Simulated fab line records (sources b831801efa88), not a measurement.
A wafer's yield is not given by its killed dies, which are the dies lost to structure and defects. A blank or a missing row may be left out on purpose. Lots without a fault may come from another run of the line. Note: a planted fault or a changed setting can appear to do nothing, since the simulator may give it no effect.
Split-lot trial | flow sky130 | 23 wafers read from 5 lots, route of 708 steps

== SPLIT DETAILS ==
At SKY_LDD_N_IMPLANT_14, the setting energy-kev was moved away from the recipe's 50 on 4 of the 23 wafers read, by -3.7% to +2.4%. For the rest of the wafers, this setting stayed at what the recipe calls for.

The split's own step is where the reading is taken.

== THE READING ==
The simulator's own value implant.drp-nm, read by no gauge, in nm at SKY_LDD_N_IMPLANT_14. The file does not state a usual value for it.

wafer  | tool, chamber at the split | energy-kev as run | against the recipe | implant.drp-nm, nm | against lot-mates on the recipe
L074.1 | implanter-03, 0            | 50                | recipe             | 18.83              | -
L074.2 | implanter-03, 0            | 50                | recipe             | 18.83              | -
L074.3 | implanter-03, 0            | 50                | recipe             | 18.83              | -
L074.4 | implanter-03, 0            | 50                | recipe             | 18.83              | -
L074.6 | implanter-03, 0            | 50                | recipe             | 18.83              | -
L077.1 | implanter-04, 0            | 50                | recipe             | 18.83              | -
L077.2 | implanter-04, 0            | 50                | recipe             | 18.83              | -
L077.3 | implanter-04, 0            | 50                | recipe             | 18.83              | -
L077.4 | implanter-04, 0            | 50                | recipe             | 18.83              | -
L077.5 | implanter-04, 0            | 50                | recipe             | 18.83              | -
L079.1 | implanter-01, 0            | 50                | recipe             | 18.83              | -
L079.4 | implanter-01, 0            | 50                | recipe             | 18.83              | -
L079.5 | implanter-01, 0            | 50                | recipe             | 18.83              | -
L080.1 | implanter-04, 0            | 50                | recipe             | 18.83              | -
L080.5 | implanter-04, 0            | 50                | recipe             | 18.83              | -
L080.6 | implanter-04, 0            | 50                | recipe             | 18.83              | -
L080.2 | implanter-04, 0            | 51.21             | +2.4%              | 19.17              | +0.34
L080.4 | implanter-04, 0            | 51.21             | +2.4%              | 19.17              | +0.34
L085.1 | implanter-01, 0            | 50                | recipe             | 18.83              | -
L085.3 | implanter-01, 0            | 50                | recipe             | 18.83              | -
L085.6 | implanter-01, 0            | 50                | recipe             | 18.83              | -
L085.2 | implanter-01, 0            | 48.14             | -3.7%              | 18.32              | -0.51
L085.4 | implanter-01, 0            | 48.14             | -3.7%              | 18.32              | -0.51

THE FIT
A straight line over all 23 wafers: implant.drp-nm changes by +0.138 nm for each +1% of energy-kev; r = +1.00; the points scatter about the line by 0.0019 nm.
The same after taking each lot's own level away (the mean of its wafers on the recipe; 23 wafers): +0.138 nm for each +1%; r = +1.00; scatter 0.0019 nm.
According to that fit, moving energy-kev by its largest amount changes the reading by 0.51 nm.
The lots' own levels span 18.830 to 18.830 nm.
The two slopes agree, so the slope changes little with the lot-to-lot level.
Check: -0.515 nm against its lot-mates is what the line predicts for one of the wafers moved furthest among these (-3.7%) when that wafer is left out of the fit. It came out at -0.51 nm against them.

== THE OTHER SPLITS THESE WAFERS WENT THROUGH ==
Before the reading, these wafers also passed through other splits. Each is held against what the fit with the lots' levels taken away leaves over:
other split on the same wafers             | wafers away from the commonest value | r with implant.drp-nm (lot level and that fit taken away)
SKY_VT_ADJUST_PCH_IMPLANT_08 energy-kev    | 11                                   | +0.20
SKY_SONOS_TUNNEL_DEVELOP_06 develop-time-s | 11                                   | +0.21
SKY_SONOS_ONO_CVD_02 time-s                | 10                                   | +0.12
SKY_SONOS_ONO_EXPOSE_10 dose-mj            | 5                                    | -0.24
SKY_SONOS_ONO_DEVELOP_12 develop-time-s    | 2                                    | -0.14
SKY_GATE_OXIDE_COAT_05 resist-thk-nm       | 8                                    | -0.02
SKY_GATE_OXIDE_IMPLANT_11 energy-kev       | 8                                    | +0.08
SKY_RES_PROTECT_SOFTBAKE_03 temp-c         | 7                                    | -0.12
SKY_RES_PROTECT_DEVELOP_06 dev-temp-c      | 6                                    | -0.12
SKY_POLY_GATE_COAT_07 resist-thk-nm        | 8                                    | -0.13
SKY_LDD_N_SOFTBAKE_03 temp-c               | 8                                    | +0.06

== THE WHOLE CHAIN: every reading that the file lists as answering this split, in the file's order ==
step                 | what it does | reading                                                         | change (the file's fit)               | r (the file's)
SKY_LDD_N_IMPLANT_14 |              | implant.rp-nm (the simulator's own value, which no gauge read)  | +0.325 nm for each +1% of the setting | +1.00
SKY_LDD_N_IMPLANT_14 |              | implant.drp-nm (the simulator's own value, which no gauge read) | +0.138 nm for each +1% of the setting | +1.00

== FILE'S OWN FIT ==
implant.drp-nm changes by +0.138 nm for each +1% of energy-kev, r = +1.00.
